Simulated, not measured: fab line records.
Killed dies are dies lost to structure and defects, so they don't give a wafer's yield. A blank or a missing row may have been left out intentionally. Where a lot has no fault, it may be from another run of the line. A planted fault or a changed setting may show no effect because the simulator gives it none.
Lot-split experiment :: flow sfq_line :: 23 wafers read across 5 lots, on a route 325 steps long

## ON THE SPLIT
At SFQ_TRILAYER_R5_LITHO_COAT_141 (resist thk 62 nm), the setting resist_thk_nm was moved away from the recipe's 62 nm on 8 of the 23 wafers read, by -4.2% to +4.0%. This setting was run at the recipe's value on the other wafers.

Reading taken at the split's own step.

## THE READING
BARC_of_TRILAYER_R5_LITHO_COAT_141.thk_nm (the simulator's own value, which no gauge read), in nm, at SFQ_TRILAYER_R5_LITHO_COAT_141 (resist thk 62 nm). The file does not state a usual value for it. Here, 15 wafers ran the recipe; their average is 62.03 nm with a standard deviation of 0.11 nm.

wafer: L075.1
tool, chamber at the split: litho_track-03, 0
resist_thk_nm as run, nm: 62
against the recipe: recipe
BARC_of_TRILAYER_R5_LITHO_COAT_141.thk_nm, nm: 62.1
against lot-mates on the recipe: -

wafer: L075.2
tool, chamber at the split: litho_track-03, 0
resist_thk_nm as run, nm: 62
against the recipe: recipe
BARC_of_TRILAYER_R5_LITHO_COAT_141.thk_nm, nm: 62.18
against lot-mates on the recipe: -

wafer: L075.3
tool, chamber at the split: litho_track-03, 0
resist_thk_nm as run, nm: 62
against the recipe: recipe
BARC_of_TRILAYER_R5_LITHO_COAT_141.thk_nm, nm: 62.2
against lot-mates on the recipe: -

wafer: L075.6
tool, chamber at the split: litho_track-03, 0
resist_thk_nm as run, nm: 62
against the recipe: recipe
BARC_of_TRILAYER_R5_LITHO_COAT_141.thk_nm, nm: 62.2
against lot-mates on the recipe: -

wafer: L075.4
tool, chamber at the split: litho_track-03, 0
resist_thk_nm as run, nm: 62
against the recipe: recipe
BARC_of_TRILAYER_R5_LITHO_COAT_141.thk_nm, nm: 62.14
against lot-mates on the recipe: -

wafer: L078.2
tool, chamber at the split: litho_track-01, 0
resist_thk_nm as run, nm: 60.17
against the recipe: -3.0%
BARC_of_TRILAYER_R5_LITHO_COAT_141.thk_nm, nm: 60.4
against lot-mates on the recipe: -1.59

wafer: L078.3
tool, chamber at the split: litho_track-01, 0
resist_thk_nm as run, nm: 62
against the recipe: recipe
BARC_of_TRILAYER_R5_LITHO_COAT_141.thk_nm, nm: 62.07
against lot-mates on the recipe: -

wafer: L078.4
tool, chamber at the split: litho_track-01, 0
resist_thk_nm as run, nm: 62
against the recipe: recipe
BARC_of_TRILAYER_R5_LITHO_COAT_141.thk_nm, nm: 61.99
against lot-mates on the recipe: -

wafer: L078.5
tool, chamber at the split: litho_track-01, 0
resist_thk_nm as run, nm: 60.17
against the recipe: -3.0%
BARC_of_TRILAYER_R5_LITHO_COAT_141.thk_nm, nm: 60.27
against lot-mates on the recipe: -1.72

wafer: L078.6
tool, chamber at the split: litho_track-01, 0
resist_thk_nm as run, nm: 62
against the recipe: recipe
BARC_of_TRILAYER_R5_LITHO_COAT_141.thk_nm, nm: 61.91
against lot-mates on the recipe: -

wafer: L080.1
tool, chamber at the split: litho_track-02, 0
resist_thk_nm as run, nm: 62
against the recipe: recipe
BARC_of_TRILAYER_R5_LITHO_COAT_141.thk_nm, nm: 61.97
against lot-mates on the recipe: -

wafer: L080.3
tool, chamber at the split: litho_track-02, 0
resist_thk_nm as run, nm: 62
against the recipe: recipe
BARC_of_TRILAYER_R5_LITHO_COAT_141.thk_nm, nm: 61.96
against lot-mates on the recipe: -

wafer: L080.4
tool, chamber at the split: litho_track-02, 0
resist_thk_nm as run, nm: 62
against the recipe: recipe
BARC_of_TRILAYER_R5_LITHO_COAT_141.thk_nm, nm: 62.12
against lot-mates on the recipe: -

wafer: L083.1
tool, chamber at the split: litho_track-03, 0
resist_thk_nm as run, nm: 62
against the recipe: recipe
BARC_of_TRILAYER_R5_LITHO_COAT_141.thk_nm, nm: 61.91
against lot-mates on the recipe: -

wafer: L083.2
tool, chamber at the split: litho_track-03, 0
resist_thk_nm as run, nm: 64.48
against the recipe: +4.0%
BARC_of_TRILAYER_R5_LITHO_COAT_141.thk_nm, nm: 64.39
against lot-mates on the recipe: +2.46

wafer: L083.3
tool, chamber at the split: litho_track-03, 0
resist_thk_nm as run, nm: 62
against the recipe: recipe
BARC_of_TRILAYER_R5_LITHO_COAT_141.thk_nm, nm: 61.95
against lot-mates on the recipe: -

wafer: L083.4
tool, chamber at the split: litho_track-03, 0
resist_thk_nm as run, nm: 64.48
against the recipe: +4.0%
BARC_of_TRILAYER_R5_LITHO_COAT_141.thk_nm, nm: 64.47
against lot-mates on the recipe: +2.54

wafer: L083.5
tool, chamber at the split: litho_track-03, 0
resist_thk_nm as run, nm: 64.48
against the recipe: +4.0%
BARC_of_TRILAYER_R5_LITHO_COAT_141.thk_nm, nm: 64.45
against lot-mates on the recipe: +2.52

wafer: L084.1
tool, chamber at the split: litho_track-01, 0
resist_thk_nm as run, nm: 59.39
against the recipe: -4.2%
BARC_of_TRILAYER_R5_LITHO_COAT_141.thk_nm, nm: 59.37
against lot-mates on the recipe: -2.54

wafer: L084.2
tool, chamber at the split: litho_track-01, 0
resist_thk_nm as run, nm: 59.39
against the recipe: -4.2%
BARC_of_TRILAYER_R5_LITHO_COAT_141.thk_nm, nm: 59.33
against lot-mates on the recipe: -2.58

wafer: L084.3
tool, chamber at the split: litho_track-01, 0
resist_thk_nm as run, nm: 59.39
against the recipe: -4.2%
BARC_of_TRILAYER_R5_LITHO_COAT_141.thk_nm, nm: 59.22
against lot-mates on the recipe: -2.69

wafer: L084.5
tool, chamber at the split: litho_track-01, 0
resist_thk_nm as run, nm: 62
against the recipe: recipe
BARC_of_TRILAYER_R5_LITHO_COAT_141.thk_nm, nm: 61.85
against lot-mates on the recipe: -

wafer: L084.6
tool, chamber at the split: litho_track-01, 0
resist_thk_nm as run, nm: 62
against the recipe: recipe
BARC_of_TRILAYER_R5_LITHO_COAT_141.thk_nm, nm: 61.97
against lot-mates on the recipe: -

THE FIT
A straight line over all 23 wafers: BARC_of_TRILAYER_R5_LITHO_COAT_141.thk_nm changes by +0.617 nm for each +1% of resist_thk_nm; r = +1.00; the points scatter about the line by 0.12 nm.
The same after taking each lot's own level away (the mean of its wafers on the recipe; 23 wafers): +0.614 nm for each +1%; r = +1.00; scatter 0.075 nm.
That fit puts the effect of the largest move of resist_thk_nm on the reading at 2.6 nm.
The lots' own levels span 61.910 to 62.164 nm, that is 2.3 times the standard deviation above.
Consequently the slope shifts little with the lot-to-lot level, the two slopes agreeing.
Check: -2.57 nm against its lot-mates is what the line predicts for one of the wafers moved furthest among these (-4.2%) when that wafer is left out of the fit. It came out at -2.54 nm against them.

## THE OTHER SPLITS THESE WAFERS WENT THROUGH
Other splits were also applied to these wafers ahead of the reading. Each is held against what the fit with the lots' levels taken away leaves over:
other split on the same wafers: SFQ_TRILAYER_JJ_CE_LITHO_COAT_119 spin_rpm
wafers away from the commonest value: 4
r with BARC_of_TRILAYER_R5_LITHO_COAT_141.thk_nm (lot level and that fit taken away): +0.01

other split on the same wafers: SFQ_TRILAYER_JJ_CE_LITHO_PEB_117 peb_time_s
wafers away from the commonest value: 7
r with BARC_of_TRILAYER_R5_LITHO_COAT_141.thk_nm (lot level and that fit taken away): +0.11

other split on the same wafers: SFQ_TRILAYER_JJ_CE_BARC_OPEN_RIE_150 icp_w
wafers away from the commonest value: 9
r with BARC_of_TRILAYER_R5_LITHO_COAT_141.thk_nm (lot level and that fit taken away): +0.36

other split on the same wafers: SFQ_TRILAYER_M5_LITHO_COAT_123 spin_rpm
wafers away from the commonest value: 6
r with BARC_of_TRILAYER_R5_LITHO_COAT_141.thk_nm (lot level and that fit taken away): +0.22

other split on the same wafers: SFQ_TRILAYER_M5_BARC_OPEN_METAL_ETCH_161 bias_w
wafers away from the commonest value: 8
r with BARC_of_TRILAYER_R5_LITHO_COAT_141.thk_nm (lot level and that fit taken away): +0.10

other split on the same wafers: SFQ_TRILAYER_R5_DEP_SPUTTER_133 time_s
wafers away from the commonest value: 6
r with BARC_of_TRILAYER_R5_LITHO_COAT_141.thk_nm (lot level and that fit taken away): -0.02

## THE FILE'S OWN FIT
BARC_of_TRILAYER_R5_LITHO_COAT_141.thk_nm changes by +0.609 nm for each +1% of resist_thk_nm, r = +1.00.
